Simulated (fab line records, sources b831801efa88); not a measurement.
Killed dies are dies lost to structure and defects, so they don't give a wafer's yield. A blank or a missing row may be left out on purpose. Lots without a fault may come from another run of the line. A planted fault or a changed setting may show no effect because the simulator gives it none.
Which tool did it? | flow sky130 | 24 lots, 72 wafers sampled, at 6 steps of a route of 708

WHAT THE GAUGES READ, wafer by wafer
SKY_VIA1_CD_MEAS_12: target cd 150 nm. Usual: cd_nm 150.5 nm, standard deviation 2.2.
lot  | measured     | on        | cd_nm (nm)        | flag
L074 | day 34 06:21 | cd_sem-01 | 148.9 147.5 148.6 |
L075 | day 34 18:54 | cd_sem-02 | 150.3 149.9 151.6 |
L076 | day 35 03:40 | cd_sem-02 | 152.3 154.3 151.6 |
L077 | day 35 12:16 | cd_sem-01 | 151.8 151.3 151.8 |
L078 | day 35 16:02 | cd_sem-01 | 151.6 151.6 150.8 |
L079 | day 36 06:24 | cd_sem-02 | 151.7 151.0 151.9 |
L080 | day 36 07:46 | cd_sem-02 | 146.1 145.7 145.6 |
L081 | day 36 11:30 | cd_sem-02 | 153.1 151.4 151.0 |
L082 | day 36 19:14 | cd_sem-02 | 151.6 152.1 152.0 |
L083 | day 37 05:38 | cd_sem-02 | 149.2 147.6 148.1 |
L084 | day 37 07:58 | cd_sem-01 | 150.0 150.9 150.4 |
L085 | day 37 16:55 | cd_sem-01 | 152.7 150.6 152.5 |
L087 | day 38 06:33 | cd_sem-02 | 149.6 148.2 149.1 |
L086 | day 38 08:19 | cd_sem-02 | 148.2 147.8 147.5 |
L088 | day 38 08:42 | cd_sem-01 | 154.7 155.6 154.5 |
L089 | day 39 00:28 | cd_sem-01 | 146.3 149.1 147.9 |
L090 | day 39 07:12 | cd_sem-01 | 148.2 148.4 147.9 |
L091 | day 39 10:10 | cd_sem-02 | 152.7 153.4 152.2 |
L092 | day 39 15:41 | cd_sem-01 | 147.9 149.0 148.9 |
L093 | day 40 06:05 | cd_sem-01 | 154.1 154.6 153.6 |
L094 | day 40 07:30 | cd_sem-01 | 152.9 152.7 153.2 |
L095 | day 40 10:37 | cd_sem-02 | 149.8 149.6 149.7 |
L096 | day 40 19:46 | cd_sem-02 | 151.3 152.2 150.6 |
L097 | day 41 04:19 | cd_sem-01 | 151.0 152.8 150.8 |

SKY_VIA3_OVL_MEAS_13. Usual: VIA3_OVL 3 nm, standard deviation 5.5.
lot  | measured     | on         | VIA3_OVL (nm) | flag
L074 | day 39 22:59 | overlay-01 | 7 14 5        |
L075 | day 40 09:59 | overlay-02 | 12 5 10       |
L076 | day 40 16:58 | overlay-01 | 1 0 2         |
L077 | day 41 02:13 | overlay-01 | 5 -5 12       |
L078 | day 41 05:26 | overlay-01 | 7 8 3         |
L079 | day 41 17:40 | overlay-02 | 8 10 9        |
L080 | day 41 19:31 | overlay-01 | 4 2 6         |
L081 | day 41 22:23 | overlay-01 | 6 9 4         |
L082 | day 42 07:02 | overlay-02 | -2 -3 7       |
L083 | day 42 17:11 | overlay-02 | 4 13 1        |
L084 | day 42 17:32 | overlay-02 | -1 1 -5       |
L085 | day 43 01:52 | overlay-01 | 10 11 9       |
L087 | day 43 15:26 | overlay-02 | 10 13 11      |
L086 | day 43 17:14 | overlay-02 | 8 -5 7        |
L088 | day 43 17:34 | overlay-01 | 9 15 6        |
L089 | day 44 05:41 | overlay-01 | 0 2 4         |
L090 | day 44 13:07 | overlay-01 | 5 3 5         |
L091 | day 44 17:00 | overlay-01 | -8 -10 -7     |
L092 | day 44 20:13 | overlay-02 | 8 0 2         |
L093 | day 45 08:38 | overlay-02 | 2 -3 -4       |
L094 | day 45 12:56 | overlay-01 | -1 6 7        |
L095 | day 45 15:04 | overlay-02 | -3 9 6        |
L096 | day 45 22:02 | overlay-01 | 0 5 -1        |
L097 | day 46 04:54 | overlay-02 | 2 2 6         |

SKY_METAL5_RS_MEAS_05: measures by four-point-probe. Usual: METAL5_ALCU_RS 0.0270 ohm/sq, standard deviation 0.00035.
lot  | measured     | on            | METAL5_ALCU_RS (ohm/sq) | flag
L074 | day 43 05:12 | film_metro-03 | 0.0275 0.0273 0.0273    |
L075 | day 43 15:13 | film_metro-02 | 0.0269 0.0268 0.0265    |
L076 | day 43 21:00 | film_metro-03 | 0.0273 0.0272 0.0266    |
L077 | day 44 05:25 | film_metro-03 | 0.0265 0.0270 0.0270    |
L078 | day 44 07:44 | film_metro-03 | 0.0267 0.0269 0.0268    |
L079 | day 44 20:46 | film_metro-02 | 0.0268 0.0262 0.0266    |
L080 | day 44 21:43 | film_metro-03 | 0.0271 0.0266 0.0270    |
L081 | day 45 01:11 | film_metro-01 | 0.0262 0.0267 0.0266    |
L082 | day 45 08:45 | film_metro-03 | 0.0269 0.0274 0.0267    |
L083 | day 45 18:34 | film_metro-02 | 0.0265 0.0272 0.0269    |
L084 | day 45 19:16 | film_metro-03 | 0.0268 0.0271 0.0267    |
L085 | day 46 01:42 | film_metro-01 | 0.0275 0.0265 0.0272    |
L087 | day 46 14:13 | film_metro-02 | 0.0261 0.0274 0.0272    |
L086 | day 46 17:10 | film_metro-01 | 0.0270 0.0267 0.0267    |
L088 | day 46 17:46 | film_metro-03 | 0.0266 0.0268 0.0267    |
L089 | day 47 02:55 | film_metro-01 | 0.0273 0.0275 0.0274    |
L090 | day 47 10:21 | film_metro-02 | 0.0271 0.0273 0.0270    |
L091 | day 47 14:02 | film_metro-01 | 0.0274 0.0272 0.0275    |
L092 | day 47 16:23 | film_metro-02 | 0.0271 0.0271 0.0270    |
L093 | day 48 03:32 | film_metro-03 | 0.0274 0.0273 0.0272    |
L094 | day 48 07:43 | film_metro-02 | 0.0275 0.0274 0.0274    |
L095 | day 48 09:19 | film_metro-03 | 0.0269 0.0271 0.0270    |
L096 | day 48 17:18 | film_metro-02 | 0.0273 0.0275 0.0274    |
L097 | day 48 20:59 | film_metro-02 | 0.0262 0.0269 0.0262    |

WHICH TOOL RAN EACH LOT (tool, then ch and the chambers of the sampled wafers, then the start)
lot  | SKY_METAL2_DESCUM_17              | SKY_METAL3_SPUTTER_02        | SKY_METAL3_METAL_ETCH_18
L074 | rie_metal-02 ch 1, day 35 10:55   | pvd_sputter-03, day 36 16:21 | rie_metal-01 ch 0,1, day 38 20:52
L075 | rie_metal-02 ch 0,1, day 35 22:58 | pvd_sputter-03, day 37 04:22 | rie_metal-03 ch 0, day 39 07:44
L076 | rie_metal-01 ch 0,1, day 36 07:41 | pvd_sputter-03, day 37 12:34 | rie_metal-01 ch 0,1, day 39 15:14
L077 | rie_metal-01 ch 0,1, day 36 16:08 | pvd_sputter-03, day 37 20:20 | rie_metal-01 ch 0,1, day 39 23:55
L078 | rie_metal-01 ch 0,1, day 36 20:13 | pvd_sputter-01, day 38 00:35 | rie_metal-03 ch 0,1, day 40 03:23
L079 | rie_metal-01 ch 0, day 37 09:34   | pvd_sputter-03, day 38 14:14 | rie_metal-03 ch 1, day 40 16:47
L080 | rie_metal-02 ch 0,1, day 37 11:59 | pvd_sputter-03, day 38 16:41 | rie_metal-03 ch 0,1, day 40 18:13
L081 | rie_metal-01 ch 0,1, day 37 14:53 | pvd_sputter-04, day 38 19:34 | rie_metal-03 ch 0,1, day 40 20:27
L082 | rie_metal-01 ch 0,1, day 37 22:47 | pvd_sputter-03, day 39 02:47 | rie_metal-03 ch 0,1, day 41 05:31
L083 | rie_metal-01 ch 0,1, day 38 09:23 | pvd_sputter-01, day 39 13:14 | rie_metal-01 ch 0,1, day 41 15:31
L084 | rie_metal-02 ch 0,1, day 38 11:17 | pvd_sputter-04, day 39 14:41 | rie_metal-04 ch 0,1, day 41 16:22
L085 | rie_metal-03 ch 0,1, day 38 20:16 | pvd_sputter-03, day 39 23:43 | rie_metal-03 ch 0,1, day 42 01:25
L087 | rie_metal-03 ch 0,1, day 39 09:13 | pvd_sputter-04, day 40 12:44 | rie_metal-03 ch 0,1, day 42 14:34
L086 | rie_metal-02 ch 0,1, day 39 11:31 | pvd_sputter-01, day 40 14:49 | rie_metal-01 ch 0,1, day 42 16:43
L088 | rie_metal-01 ch 0,1, day 39 11:53 | pvd_sputter-03, day 40 15:28 | rie_metal-04 ch 0,1, day 42 16:54
L089 | rie_metal-03 ch 0,1, day 40 02:43 | pvd_sputter-04, day 41 06:18 | rie_metal-03 ch 0,1, day 43 05:52
L090 | rie_metal-02 ch 0,1, day 40 09:08 | pvd_sputter-03, day 41 12:45 | rie_metal-04 ch 1, day 43 12:59
L091 | rie_metal-01 ch 0,1, day 40 12:10 | pvd_sputter-04, day 41 16:29 | rie_metal-04 ch 1, day 43 16:36
L092 | rie_metal-02 ch 0,1, day 40 18:08 | pvd_sputter-01, day 41 20:38 | rie_metal-01 ch 0,1, day 43 19:55
L093 | rie_metal-03 ch 0,1, day 41 07:51 | pvd_sputter-04, day 42 09:58 | rie_metal-01 ch 0,1, day 44 09:07
L094 | rie_metal-01 ch 0,1, day 41 10:46 | pvd_sputter-04, day 42 13:20 | rie_metal-03 ch 0,1, day 44 13:13
L095 | rie_metal-01 ch 1, day 41 13:07   | pvd_sputter-03, day 42 16:11 | rie_metal-04 ch 0,1, day 44 15:32
L096 | rie_metal-03 ch 0,1, day 41 21:28 | pvd_sputter-01, day 43 00:07 | rie_metal-04 ch 0, day 44 22:20
L097 | rie_metal-01 ch 0,1, day 42 06:44 | pvd_sputter-01, day 43 08:44 | rie_metal-01 ch 0,1, day 45 06:32
- SKY_METAL2_DESCUM_17: chemistry O2, time 8 s.
- SKY_METAL3_SPUTTER_02: material AlCu, target thk 735 nm, time 39.1 s.
- SKY_METAL3_METAL_ETCH_18: etches the open film in Cl2/BCl3, stops on SiO2, target depth 845 nm, time 183.1 s.

WHAT THE TOOLS THEMSELVES READ (means of the sampled wafers that have a number; where no wafer has one, the mark that the record gives instead)
SKY_METAL2_DESCUM_17. Usual: drypump_motor_current_A 5.5 A, standard deviation 0.53; oes_product_au 0.990 a.u., standard deviation 0.011; rf_fwd_power_W 146.8 W, standard deviation 0.71.
lot  | tool         | drypump_motor_current_A (A) | oes_product_au (a.u.) | rf_fwd_power_W (W) | flag
L074 | rie_metal-02 | 5.9                         | 1.012                 | 145.9              |
L075 | rie_metal-02 | 5.8                         | 0.999                 | 146.2              |
L076 | rie_metal-01 | 5.1                         | 0.986                 | 146.4              |
L077 | rie_metal-01 | 5.5                         | 0.980                 | 146.7              |
L078 | rie_metal-01 | 5.1                         | 0.986                 | 147.1              |
L079 | rie_metal-01 | 4.7                         | 0.996                 | 146.4              |
L080 | rie_metal-02 | 5.6                         | 0.996                 | 147.3              |
L081 | rie_metal-01 | 5.1                         | 0.984                 | 147.2              |
L082 | rie_metal-01 | 5.1                         | 0.987                 | 146.9              |
L083 | rie_metal-01 | 5.1                         | 0.975                 | 146.4              |
L084 | rie_metal-02 | 5.8                         | 0.995                 | 146.7              |
L085 | rie_metal-03 | 5.5                         | 0.998                 | 146.9              |
L087 | rie_metal-03 | 5.8                         | 0.999                 | 146.6              |
L086 | rie_metal-02 | 5.7                         | 0.993                 | 146.7              |
L088 | rie_metal-01 | 5.5                         | 0.983                 | 147.5              |
L089 | rie_metal-03 | 5.5                         | 0.993                 | 146.5              |
L090 | rie_metal-02 | 5.8                         | 0.996                 | 146.4              |
L091 | rie_metal-01 | 5.5                         | 0.977                 | 147.2              |
L092 | rie_metal-02 | 5.6                         | 0.995                 | 147.1              |
L093 | rie_metal-03 | 5.8                         | 1.005                 | 146.7              |
L094 | rie_metal-01 | 5.1                         | 0.979                 | 146.4              |
L095 | rie_metal-01 | 5.9                         | 0.987                 | 147.8              |
L096 | rie_metal-03 | 5.8                         | 1.003                 | 146.5              |
L097 | rie_metal-01 | 5.1                         | 0.979                 | 146.7              |

SKY_METAL3_SPUTTER_02. Usual: throttle_valve_pct 30.3 %, standard deviation 0.91.
lot  | tool           | throttle_valve_pct (%) | flag
L074 | pvd_sputter-03 | 30.5                   |
L075 | pvd_sputter-03 | 29.2                   |
L076 | pvd_sputter-03 | 30.0                   |
L077 | pvd_sputter-03 | 29.6                   |
L078 | pvd_sputter-01 | 31.6                   |
L079 | pvd_sputter-03 | 30.4                   |
L080 | pvd_sputter-03 | 30.1                   |
L081 | pvd_sputter-04 | 29.5                   |
L082 | pvd_sputter-03 | 30.7                   |
L083 | pvd_sputter-01 | 30.4                   |
L084 | pvd_sputter-04 | 30.1                   |
L085 | pvd_sputter-03 | 29.9                   |
L087 | pvd_sputter-04 | 30.2                   |
L086 | pvd_sputter-01 | 31.0                   |
L088 | pvd_sputter-03 | 30.7                   |
L089 | pvd_sputter-04 | 30.1                   |
L090 | pvd_sputter-03 | 29.7                   |
L091 | pvd_sputter-04 | 29.7                   |
L092 | pvd_sputter-01 | 30.7                   |
L093 | pvd_sputter-04 | 29.7                   |
L094 | pvd_sputter-04 | 29.9                   |
L095 | pvd_sputter-03 | 30.0                   |
L096 | pvd_sputter-01 | 30.1                   |
L097 | pvd_sputter-01 | 31.1                   |

SKY_METAL3_METAL_ETCH_18. Usual: bcl3_flow_sccm 30.00 sccm, standard deviation 0.078; drypump_motor_current_A 5.5 A, standard deviation 0.51; oes_product_au 0.866 a.u., standard deviation 0.0062; rf_fwd_power_W 896.9 W, standard deviation 2.7; throttle_valve_pct 22.265 %, standard deviation 0.0089.
lot  | tool         | bcl3_flow_sccm (sccm) | drypump_motor_current_A (A) | oes_product_au (a.u.) | rf_fwd_power_W (W) | throttle_valve_pct (%) | flag
L074 | rie_metal-01 | 30.05                 | 5.5                         | 0.869                 | 894.8              | 22.270                 |
L075 | rie_metal-03 | 30.00                 | 5.1                         | 0.869                 | 898.0              | 22.258                 |
L076 | rie_metal-01 | 29.93                 | 5.1                         | 0.868                 | 896.5              | 22.263                 |
L077 | rie_metal-01 | 29.98                 | 5.1                         | 0.870                 | 897.5              | 22.268                 |
L078 | rie_metal-03 | 29.94                 | 5.5                         | 0.863                 | 896.4              | 22.270                 |
L079 | rie_metal-03 | 30.02                 | 6.2                         | 0.876                 | 897.9              | 22.260                 |
L080 | rie_metal-03 | 29.97                 | 5.5                         | 0.876                 | 895.5              | 22.255                 |
L081 | rie_metal-03 | 29.94                 | 5.8                         | 0.859                 | 896.4              | 22.262                 |
L082 | rie_metal-03 | 29.91                 | 5.5                         | 0.867                 | 895.7              | 22.256                 |
L083 | rie_metal-01 | 29.96                 | 5.1                         | 0.865                 | 895.6              | 22.260                 |
L084 | rie_metal-04 | 30.05                 | 5.5                         | 0.866                 | 896.9              | 22.278                 |
L085 | rie_metal-03 | 30.05                 | 5.8                         | 0.868                 | 898.5              | 22.266                 |
L087 | rie_metal-03 | 29.96                 | 5.5                         | 0.868                 | 895.3              | 22.266                 |
L086 | rie_metal-01 | 29.89                 | 5.5                         | 0.873                 | 899.0              | 22.268                 |
L088 | rie_metal-04 | 29.96                 | 5.5                         | 0.868                 | 898.4              | 22.263                 |
L089 | rie_metal-03 | 30.01                 | 5.5                         | 0.868                 | 898.8              | 22.267                 |
L090 | rie_metal-04 | 30.04                 | 5.4                         | 0.872                 | 897.8              | 22.263                 |
L091 | rie_metal-04 | 30.04                 | 5.4                         | 0.858                 | 898.3              | 22.257                 |
L092 | rie_metal-01 | 29.95                 | 5.1                         | 0.861                 | 896.5              | 22.260                 |
L093 | rie_metal-01 | 29.98                 | 5.1                         | 0.871                 | 900.6              | 22.271                 |
L094 | rie_metal-03 | 30.01                 | 5.8                         | 0.860                 | 897.0              | 22.266                 |
L095 | rie_metal-04 | 30.04                 | 5.5                         | 0.865                 | 896.9              | 22.266                 |
L096 | rie_metal-04 | 29.89                 | 5.6                         | 0.862                 | 900.4              | 22.275                 |
L097 | rie_metal-01 | 29.99                 | 5.5                         | 0.865                 | 896.8              | 22.269                 |

THE ANSWER, worked out from the rows above alone
Rule: a lot is off if the mean of its wafers that have a number lies more than 3 standard deviations from the usual mean. A lot without any number at a reading at which 4 lots or more have one is off too. The other lots that the step has rows for count as sound. The gauges are gone through in route order, then the tools' own readings, and for those a lot's mean is taken as printed above. The first step at which some lot is off is used, and at that step the reading that is off furthest; a lot without a number counts as furthest.
No lot is off at any reading shown: from this, nothing can be told.

WHAT THE SIMULATOR HAD PUT IN
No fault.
